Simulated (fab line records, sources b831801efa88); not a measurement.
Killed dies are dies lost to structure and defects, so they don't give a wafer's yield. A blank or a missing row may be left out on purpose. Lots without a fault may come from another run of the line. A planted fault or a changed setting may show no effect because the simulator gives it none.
fab line records | flow gf180mcu
record lots=6 wafers=17 last_day=34
route steps=602 shown M3@428 V3@429
lots that met no fault: from a run of the same line without faults
start_h: hours from the record's first day to the start of the lot's first wafer shown | wait_h: hours since the lot's step before | " the same as in the row above | L1.1+2: a row that stands for several wafers | - no value, or no start given | * or withheld: withheld | < > ~ a bound
route shown NAME@n: a module of which the file shows steps, and the number in the route of the first | usual: mean/standard deviation of fault-free wafers | same: alike in all rows | chamber/n: place in a boat | sites: the reading at each site | _std_site: their standard deviation | _edge_site: outer sites' mean less inner sites' | radius_mm: how far each site lies from the wafer's centre | mask NAME#n: copy n | behind: the tool/chamber that last shaped the wafer | hold: why the lot was held/for how many hours/how that ended | device: the transistor (n, p or np) that didn't switch | end of line: the same wafers' tests at the end of the route | a step without rows: its recipe alone | killed: dies lost to structure and defects at the first sort, not the wafer's yield | map: a wafer's dies, x killed, . not, _ none there
set.NAME: the setting as run; set.NAME@STEP: as run at that earlier step | model.NAME: the simulator's own value behind a step, which no gauge read
lots at some steps of the route; a table a step, a row a wafer
services: from which hour (start_h, from the record's first day; less than 0 if before it) a tool's chamber was out of use, for how many hours, and why
## steps
# step GF_M3_CLEAN_19
# recipe chemistry=DIW dry=n2_spin
# step GF_V3_CVD_00
# recipe material=SiO2 target_thk_nm=600 sigma_open_frac=0.3 temp_c=400 time_s=100 sih4_flow_sccm=60 pressure_mtorr=6
# step GF_V3_THK_MEAS_01
# recipe reads=SiO2_of_V3_CVD_00
# usual V3_CVD_00_THK=602/6.2
# columns lot.wafer tool chamber start_h wait_h V3_CVD_00_THK[nm]
L758.1 film_metro-02 - 487.31 0.1 601
L758.3 " - " " 600
L758.4 " - " " 593
L770.1 film_metro-02 - 592.01 0.0 600
L770.3 " - " " 603
L770.4 " - " " 600
L774.2 film_metro-01 - 617.76 0.0 596
L774.3 " - " " 598
L774.5 " - " " 595
L775.3 film_metro-03 - 623.96 0.1 598
L775.5 " - " " 606
L780.2 film_metro-01 - 666.55 0.0 604
L780.5 " - " " 601
L780.6 " - " " 608
L781.4 film_metro-03 - 667.24 0.0 604
L781.5 " - " " 602
L781.6 " - " " 603
# step GF_V3_CVD_02
# recipe material=SiO2 target_thk_nm=850 precursor=TEOS temp_c=400 time_s=94.851 rf_w=600
# usual heater_power_w=616/92
# columns lot.wafer tool chamber start_h wait_h heater_power_w
L758.1 pecvd-03 0 487.37 0.1 499
L758.3 " 1 " " 592
L758.4 " 2 " " 546
L770.1 pecvd-01 1 592.07 0.1 610
L770.3 " 0 " " 588
L770.4 " 2 " " 648
L774.2 pecvd-03 1 617.81 0.0 638
L774.3 " 0 " " 559
L774.5 " 2 " " 478
L775.3 pecvd-03 1 624.00 0.0 654
L775.5 " 1 " " 524
L780.2 pecvd-04 1 666.60 0.0 638
L780.5 " 1 " " 519
L780.6 " 2 " " 814
L781.4 pecvd-01 2 667.31 0.1 555
L781.5 " 0 " " 557
L781.6 " 1 " " 577
# step GF_V3_THK_MEAS_03
# recipe reads=SiO2_of_V3_CVD_02
# usual V3_CVD_02_THK=849/11
# columns lot.wafer tool chamber start_h wait_h V3_CVD_02_THK[nm]
L758.1 film_metro-03 - 487.44 0.0 838
L758.3 " - " " 833
L758.4 " - " " 842
L770.1 film_metro-01 - 592.14 0.0 833
L770.3 " - " " 835
L770.4 " - " " 840
L774.2 film_metro-01 - 617.89 0.0 842
L774.3 " - " " 839
L774.5 " - " " 852
L775.3 film_metro-01 - 624.09 0.1 845
L775.5 " - " " 852
L780.2 film_metro-02 - 666.68 0.0 852
L780.5 " - " " 867
L780.6 " - " " 862
L781.4 film_metro-01 - 667.37 0.0 850
L781.5 " - " " 854
L781.6 " - " " 857
# step GF_V3_CMP_04
# recipe material=SiO2 down_force_psi=4 platen_rpm=60 pad_velocity_m_s=0.94248
# usual motor_current_A=11.8/0.91 slurry_flow_ml_min=150.0/0.48 time_to_endpoint_s=79/5
# columns lot.wafer tool chamber start_h wait_h motor_current_A slurry_flow_ml_min time_to_endpoint_s
L758.1 cmp-01 1 487.50 0.1 13.1 149.2 69
L758.4 " 2 " " 10.4 150.7 75
L758.3 " 0 " " 12.4 150.5 72
L770.1 cmp-02 1 592.20 0.1 12.3 149.5 72
L770.4 " 3 " " 10.1 149.4 73
L770.3 " 0 " " 11.4 149.6 76
L774.3 cmp-01 2 617.99 0.1 10.9 150.6 72
L774.2 " 0 " " 12.2 149.7 76
L774.5 " 2 " " 10.6 150.1 78
L775.3 cmp-01 1 624.18 0.1 12.4 150.3 72
L775.5 " 0 " " 11.3 150.1 82
L780.2 cmp-02 3 666.73 0.0 10.8 149.5 81
L780.6 " 3 " " 10.4 149.4 86
L780.5 " 0 " " 11.6 150.0 86
L781.4 cmp-01 0 667.40 0.0 11.8 150.6 82
L781.6 " 0 " " 11.5 150.3 83
L781.5 " 1 " " 13.3 150.2 78
# step GF_V3_BOW_MEAS_05
# recipe mode=bow
# usual V3_BOW=119/8.6
# columns lot.wafer tool chamber start_h wait_h V3_BOW[um]
L758.1 film_metro-02 - 487.80 0.2 125
L758.3 " - " " 120
L758.4 " - " " 123
L770.1 film_metro-03 - 592.50 0.2 118
L770.3 " - " " 123
L770.4 " - " " 117
L774.2 film_metro-01 - 618.26 0.1 101
L774.3 " - " " 103
L774.5 " - " " 115
L775.3 film_metro-03 - 624.47 0.2 129
L775.5 " - " " 122
L780.2 film_metro-01 - 667.05 0.3 110
L780.5 " - " " 116
L780.6 " - " " 127
L781.4 film_metro-03 - 667.76 0.3 107
L781.5 " - " " 109
L781.6 " - " " 101
# step GF_V3_DEHYDRATE_06
# recipe temp_c=200 time_s=60
# step GF_V3_HMDS_07
# recipe prime_time_s=60 prime_temp_c=120
# step GF_V3_COAT_08
# recipe resist=BARC temp_c=withheld time_s=withheld spin_rpm=withheld resist_thk_nm=withheld
# step GF_V3_COAT_09
# recipe resist=KrF spin_rpm=withheld resist_thk_nm=1000
# step GF_V3_SOFTBAKE_10
# recipe temp_c=130 time_s=60 resist=KrF
# step GF_V3_EXPOSE_11
# recipe mask_id=Via3 target_cd_nm=260 na=0.68 source_shape=conventional sigma_outer=0.6 dose_mj=38
# usual exposure_dose_mJ_cm2=37.95/0.041 focus_offset_nm=-0.1/0.63
# columns lot.wafer tool chamber start_h wait_h mask exposure_dose_mJ_cm2 focus_offset_nm
L758.1 krf_scanner-02 0 500.09 - Via3#0 37.97 -0.2
L758.3 " 0 " " Via3#0 38.03 -0.4
L758.4 " 0 " " Via3#0 37.96 -0.4
L770.1 krf_scanner-01 0 602.70 - Via3#0 37.94 0.6
L770.3 " 0 " " Via3#0 37.96 0.0
L770.4 " 0 " " Via3#0 37.95 -0.3
L774.2 krf_scanner-01 - 629.31 - Via3#0 - -
L774.3 " - " " Via3#0 - -
L774.5 " - " " Via3#0 - -
L775.3 krf_scanner-01 - 635.12 - Via3#0 - -
L775.5 " - " " Via3#0 - -
L780.2 krf_scanner-01 0 676.88 - Via3#0 37.92 0.0
L780.5 " 0 " " Via3#0 37.92 0.2
L780.6 " 0 " " Via3#0 37.93 0.0
L781.4 krf_scanner-01 0 677.39 - Via3#0 37.92 0.0
L781.5 " 0 " " Via3#0 37.91 -0.5
L781.6 " 0 " " Via3#0 37.92 0.0
# step GF_V3_PEB_12
# recipe peb_temp_c=135 peb_time_s=90 resist=KrF
## services
# columns tool chamber start_h hours kind
krf_scanner-02 - 465.21 1.0 pm
cmp-01 - 467.05 0.8 repair
pecvd-03 0 470.01 6.1 repair
krf_scanner-01 - 478.24 1.0 pm
pecvd-01 - 482.69 11.6 repair
krf_scanner-02 - 483.73 3.5 repair
pecvd-04 - 497.53 1.6 repair
pecvd-01 2 502.64 15.8 repair
krf_scanner-01 - 511.56 3.6 pm
cmp-01 - 528.54 4.3 repair
pecvd-03 - 538.66 0.9 repair
krf_scanner-01 - 546.40 1.4 repair
cmp-01 - 553.02 0.4 repair
cmp-01 - 567.41 2.4 repair
cmp-02 - 573.84 0.3 repair
cmp-02 - 577.52 4.0 pm
krf_scanner-01 - 594.15 1.3 pm
cmp-01 - 596.76 6.5 pm
pecvd-03 - 617.14 0.3 repair
cmp-02 - 617.38 19.1 pm
krf_scanner-01 - 621.91 0.8 pm
krf_scanner-01 - 647.24 1.0 pm
pecvd-01 - 672.31 3.0 repair
pecvd-01 1 675.57 7.7 repair
## key
first_sign step=GF_V3_EXPOSE_11 reading=tool_record direction=missing
effect none on later readings
met_at GF_V3_EXPOSE_11
struck_wafers L774.2,L774.3,L774.5,L775.3,L775.5
later_rows_left_out L774.2,L774.3,L774.5,L775.3,L775.5
sort_left_out L774.2,L774.3,L774.5,L775.3,L775.5
onset_between 602.70 629.31
fault kind=skipped_step_whole tool=krf_scanner-01 chamber=- onset_h=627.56 steps=GF_V3_EXPOSE_11 scope=struck_lots_only
# sort_left_out: the simulated sort isn't trusted on such a fault, so these wafers' sort isn't shown, and their yield isn't known
# later_rows_left_out: the simulator's readings of these wafers behind a module that went badly wrong aren't trusted and aren't shown, but for the sort
